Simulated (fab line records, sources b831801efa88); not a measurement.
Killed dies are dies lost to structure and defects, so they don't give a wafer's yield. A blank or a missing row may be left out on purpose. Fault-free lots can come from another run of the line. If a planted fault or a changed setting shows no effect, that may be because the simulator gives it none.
The tool behind it: which one? -- flow sky130 -- Sampling: 13 lots, 37 wafers, 5 of 708 route steps

== WHAT THE GAUGES SHOWED, per wafer ==
SKY_NWELL_TW_MEAS_15. Usual: for NWELL_TW the level is 1831 and the standard deviation is 9.9.
lot,measured,on,NWELL_TW,flag
L633,day 4 10:40,film_metro-04,1839 1845 1830,
L636,day 5 10:20,film_metro-02,1838 1836 1837,
L637,day 5 14:59,film_metro-04,1824 1835 1829,
L640,day 6 07:35,film_metro-02,1827 1821 1823,
L643,day 7 07:50,film_metro-02,1836 1827,
L646,day 7 17:00,film_metro-04,1840 1837,
L650,day 8 19:03,film_metro-04,1835 1840 1836,
L651,day 8 21:01,film_metro-04,1845 1838 1831,
L652,day 9 10:22,film_metro-02,1857 1833 1851,
L653,day 9 13:50,film_metro-03,1822 1815 1809,
L654,day 9 19:34,film_metro-04,1822 1817 1832,
L655,day 10 00:55,film_metro-03,1816 1815 1822,
L656,day 10 04:47,film_metro-04,1833 1831 1833,

SKY_VT_ADJUST_HVTP_OVL_MEAS_08. Usual: for VT_ADJUST_HVTP_OVL the level is -1.1 nm and the standard deviation is 1.3.
lot,measured,on,VT_ADJUST_HVTP_OVL (nm),flag
L633,day 5 22:06,overlay-02,-0.5 -1.8 -2.5,
L636,day 7 00:44,overlay-01,-2.0 -0.7 -1.8,
L637,day 7 04:32,overlay-01,-2.1 -1.0 -2.1,
L640,day 7 22:47,overlay-02,-1.0 -1.2 -2.1,
L643,day 9 01:35,overlay-02,-1.8 -3.7,
L646,day 9 11:29,overlay-02,-0.5 1.5,
L650,day 10 14:42,overlay-01,1.5 -0.4 0.0,
L651,day 10 18:01,overlay-01,-0.7 -1.2 -0.3,
L652,day 11 07:27,overlay-01,0.1 0.0 -1.7,
L653,day 11 12:08,overlay-02,-0.5 -0.9 0.4,
L654,day 11 18:48,overlay-01,-1.4 -2.1 -1.8,
L655,day 12 00:04,overlay-01,-0.5 0.4 -0.2,
L656,day 12 04:37,overlay-01,-0.3 -0.3 -1.2,

SKY_SONOS_TUNNEL_CD_MEAS_07: target cd 410 nm. Usual: 410.7 nm for cd_nm, sd 2.3.
lot,measured,on,cd_nm (nm),flag
L633,day 11 01:10,cd_sem-01,411.1 410.1 408.7,
L636,day 12 12:38,cd_sem-02,411.2 411.0 410.8,
L637,day 12 17:51,cd_sem-02,408.0 409.4 411.7,
L640,day 13 16:06,cd_sem-02,411.8 411.4 413.2,
L643,day 15 01:31,cd_sem-02,411.4 418.9,
L646,day 15 15:38,cd_sem-02,411.9 422.1,
L650,day 16 23:34,cd_sem-01,410.6 412.9 413.0,
L651,day 17 04:00,cd_sem-02,413.8 412.4 410.5,
L652,day 17 21:03,cd_sem-01,413.2 411.6 413.9,
L653,day 18 03:01,cd_sem-02,408.0 410.0 407.8,
L654,day 18 10:21,cd_sem-02,411.6 412.3 411.6,
L655,day 18 16:46,cd_sem-01,412.6 411.0 408.9,
L656,day 18 23:24,cd_sem-01,405.9 407.8 411.6,

== WHICH TOOL RAN EACH LOT (tool, then ch and the chambers of the sampled wafers, then the start) ==
lot,SKY_NWELL_STRIP_14,SKY_SONOS_TUNNEL_DEVELOP_06
L633,"plasma_asher-03 ch 0,1, day 4 10:33","litho_track-01 ch 0, day 11 01:01"
L636,"plasma_asher-02 ch 0,1, day 5 10:16","litho_track-01 ch 0, day 12 12:30"
L637,"plasma_asher-03 ch 0,1, day 5 14:52","litho_track-03 ch 0, day 12 17:43"
L640,"plasma_asher-02 ch 0,1, day 6 07:30","litho_track-02 ch 0, day 13 15:58"
L643,"plasma_asher-03 ch 0, day 7 07:43","litho_track-01 ch 0, day 15 01:22"
L646,"plasma_asher-04 ch 0,1, day 7 16:54","litho_track-01 ch 0, day 15 15:28"
L650,"plasma_asher-04 ch 0,1, day 8 18:57","litho_track-02 ch 0, day 16 23:25"
L651,"plasma_asher-03 ch 0,1, day 8 20:55","litho_track-03 ch 0, day 17 03:44"
L652,"plasma_asher-03 ch 1, day 9 10:16","litho_track-03 ch 0, day 17 20:55"
L653,"plasma_asher-04 ch 0,1, day 9 13:45","litho_track-03 ch 0, day 18 02:53"
L654,"plasma_asher-03 ch 0,1, day 9 19:28","litho_track-01 ch 0, day 18 10:12"
L655,"plasma_asher-04 ch 0,1, day 10 00:48","litho_track-01 ch 0, day 18 16:37"
L656,"plasma_asher-02 ch 0,1, day 10 04:40","litho_track-03 ch 0, day 18 23:16"
- SKY_NWELL_STRIP_14: strips in O2/N2.
- SKY_SONOS_TUNNEL_DEVELOP_06: develop time 60 s.

== WHAT THE TOOLS THEMSELVES READ (means of the sampled wafers that have a number; where no wafer has one, the mark that the record gives instead) ==
SKY_NWELL_STRIP_14. Usual: drypump_motor_current_A 5.6 A, standard deviation 0.51; oes_product_au 0.722 a.u., standard deviation 0.0048; strip_time_to_endpoint_s 36.89 s, standard deviation 0.11.
lot,tool,drypump_motor_current_A (A),oes_product_au (a.u.),strip_time_to_endpoint_s (s),flag
L633,plasma_asher-03,5.5,0.721,36.96,
L636,plasma_asher-02,5.9,0.720,36.90,
L637,plasma_asher-03,5.1,0.724,36.75,
L640,plasma_asher-02,5.9,0.726,36.83,
L643,plasma_asher-03,4.8,0.722,36.82,
L646,plasma_asher-04,5.6,0.722,36.98,
L650,plasma_asher-04,5.3,0.721,37.00,
L651,plasma_asher-03,5.5,0.725,36.87,
L652,plasma_asher-03,5.8,0.726,36.94,
L653,plasma_asher-04,5.3,0.724,37.02,
L654,plasma_asher-03,5.5,0.720,36.98,
L655,plasma_asher-04,5.7,0.723,36.97,
L656,plasma_asher-02,5.9,0.723,36.71,

== THE ANSWER, worked out from the rows above alone ==
Rule: take the mean of a lot's wafers that have a number; if it is more than 3 standard deviations from the usual mean, the lot is off. A lot without any number at a reading at which 4 lots or more have one is off too. Where the step has rows for the other lots, those lots are counted as sound. Order of review: gauges by route order, followed by the tools' own readings, for which a lot's mean as printed above is used. The first step at which some lot is off is used, and at that step the reading that is off furthest; a lot without a number counts as furthest.
Across all readings shown, no lot is off: no conclusion can be drawn from this.

== WHAT THE SIMULATOR HAD INSERTED ==
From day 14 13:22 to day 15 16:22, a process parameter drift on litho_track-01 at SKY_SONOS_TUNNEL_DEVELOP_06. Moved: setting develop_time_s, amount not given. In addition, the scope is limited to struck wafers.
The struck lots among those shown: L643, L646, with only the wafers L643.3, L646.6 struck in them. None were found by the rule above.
